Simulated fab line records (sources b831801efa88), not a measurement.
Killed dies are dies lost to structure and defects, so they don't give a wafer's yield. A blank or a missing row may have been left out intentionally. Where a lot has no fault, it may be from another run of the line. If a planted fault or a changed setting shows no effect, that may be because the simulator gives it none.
One fault seen from 2 desks ; flow gf180mcu ; every desk sees just its own numbers, and what lay behind them comes last

== AT THE METROLOGY DESK ==
Means of the sampled wafers that have a number, per lot and without regard to the tool the lot ran on: this is what the gauges read. A lot is out of limits, marked OUT, if its mean lies more than 4 standard deviations from the usual mean; the brackets give that distance.
Columns: A = CONTACT_OVL at GF_CONTACT_OVL_MEAS_15, usual 2 nm; B = CONTACT_W_RS at GF_CONTACT_RS_MEAS_25, usual 0.384 ohm/sq; C = CONTACT_W_THK at GF_CONTACT_THK_MEAS_26, usual 297 nm
lot;first seen here;A;B;C
L426;day 16 02:41;-6;0.380;300
L428;day 16 22:47;4;0.389;292
L429;day 17 01:29;-1;0.384;297
L430;day 17 16:38;5;0.387;297
L432;day 18 08:56;-5;0.390;293
L433;day 18 13:05;3;0.386;292
L434;day 19 08:53;14;0.380;303
L436;day 19 21:38;0;0.383;297
L437;day 20 08:55;2;0.388;292
L444;day 22 18:04;4;0.329 (-12) OUT;353 (+14) OUT
L448;day 24 02:41;-22;0.323 (-14) OUT;362 (+16) OUT
L449;day 24 04:35;6;0.385;296
This desk's finding: out of limits on L444, L448; first on L444, day 22 18:47 (CONTACT_W_RS at GF_CONTACT_RS_MEAS_25). L426, L428, L429, L430, L432, L433, L434, L436, L437, L449 stayed within limits.

== DESK OF THE TOOL OWNER: cvdW-01 ==
The tool's own readings at GF_CONTACT_CVD_24 (deposits W, target thk 300 nm, time 90.339 s): means of the sampled wafers that have a number, for each lot that ran on this tool. A lot is out of limits, marked OUT, if its mean lies more than 4 standard deviations from the usual mean; the brackets give that distance.
Columns: A = heaterPowerW at GF_CONTACT_CVD_24, usual 867 W
lot;first seen here;A
L426;day 16 03:19;981
L429;day 17 02:05;899
L433;day 18 13:41;987
L434;day 19 09:28;867
L436;day 19 22:14;974
L444;day 22 18:41;906
L448;day 24 03:19;937
This desk found nothing out of limits on any of the 7 lots.

== BROUGHT TOGETHER ==
Metrology desk: alarm possible at day 22 18:47 on L444, L448.
The desk of the tool owner found nothing out of limits.
The tool owner's desk has L444, L448 on record, within its limits.
On cvdW-01, each named lot ran GF_CONTACT_CVD_24.

== WHAT HAD BEEN PUT IN BY THE SIMULATOR ==
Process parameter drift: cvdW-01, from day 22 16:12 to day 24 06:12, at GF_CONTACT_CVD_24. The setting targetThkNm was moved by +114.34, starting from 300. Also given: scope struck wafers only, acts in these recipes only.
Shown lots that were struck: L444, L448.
Delay in hours, fault start to first out-of-limits reading, per desk: metrology desk 3.
